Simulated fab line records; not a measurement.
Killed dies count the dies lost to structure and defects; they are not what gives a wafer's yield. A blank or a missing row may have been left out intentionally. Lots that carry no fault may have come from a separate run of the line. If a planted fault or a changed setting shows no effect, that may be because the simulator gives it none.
Matching of chambers / flow sfq_line / 4 sister chambers for SFQ_TRILAYER_I6_CMP_CMP_166 on cmp-02
The step polishes SiO2. 4 wafers are shown with their chamber, then 9 later ones without.

WAFERS WITH THEIR CHAMBER
wafer=L131.6; chamber=0; motor_current_A (A)=9.5
wafer=L141.1; chamber=3; motor_current_A (A)=9.3
wafer=L141.2; chamber=1; motor_current_A (A)=10.4
wafer=L141.4; chamber=2; motor_current_A (A)=10.1

WAFERS WITH NO CHAMBER GIVEN
wafer=L143.3; motor_current_A (A)=9.0
wafer=L143.5; motor_current_A (A)=9.0
wafer=L143.6; motor_current_A (A)=9.5
wafer=L145.2; motor_current_A (A)=10.5
wafer=L145.3; motor_current_A (A)=9.7
wafer=L145.6; motor_current_A (A)=11.0
wafer=L147.1; motor_current_A (A)=10.6
wafer=L147.2; motor_current_A (A)=9.4
wafer=L147.5; motor_current_A (A)=9.0

EACH ONE'S CHAMBER
wafer=L143.3; from the rows above=can't be placed: 3 or 0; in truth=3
wafer=L143.5; from the rows above=can't be placed: 3 or 0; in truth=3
wafer=L143.6; from the rows above=can't be placed: 0 or 3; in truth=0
wafer=L145.2; from the rows above=can't be placed: 1 or 2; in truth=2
wafer=L145.3; from the rows above=can't be placed: 0 or 3 or 2 or 1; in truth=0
wafer=L145.6; from the rows above=can't be placed: 1 or 2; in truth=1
wafer=L147.1; from the rows above=can't be placed: 1 or 2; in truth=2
wafer=L147.2; from the rows above=can't be placed: 0 or 3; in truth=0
wafer=L147.5; from the rows above=can't be placed: 3 or 0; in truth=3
0 of 9 placed correctly. Can't be placed from these rows: 9 (the true chamber is among the candidates in 9). Wrongly placed: 0.
How it was worked out, from the rows above alone: a wafer's distance from a chamber is the root of the sum, over the readings, of the square of ((its reading less the chamber's mean) divided by the reading's scatter). The wafer belongs to the nearest chamber; if the next one is less than 2 further off, it can't be placed. Each chamber's mean is taken over the wafers shown for it. The scatter: root of mean squared gap, hidden wafer to nearest shown wafer, with one shown wafer a chamber.
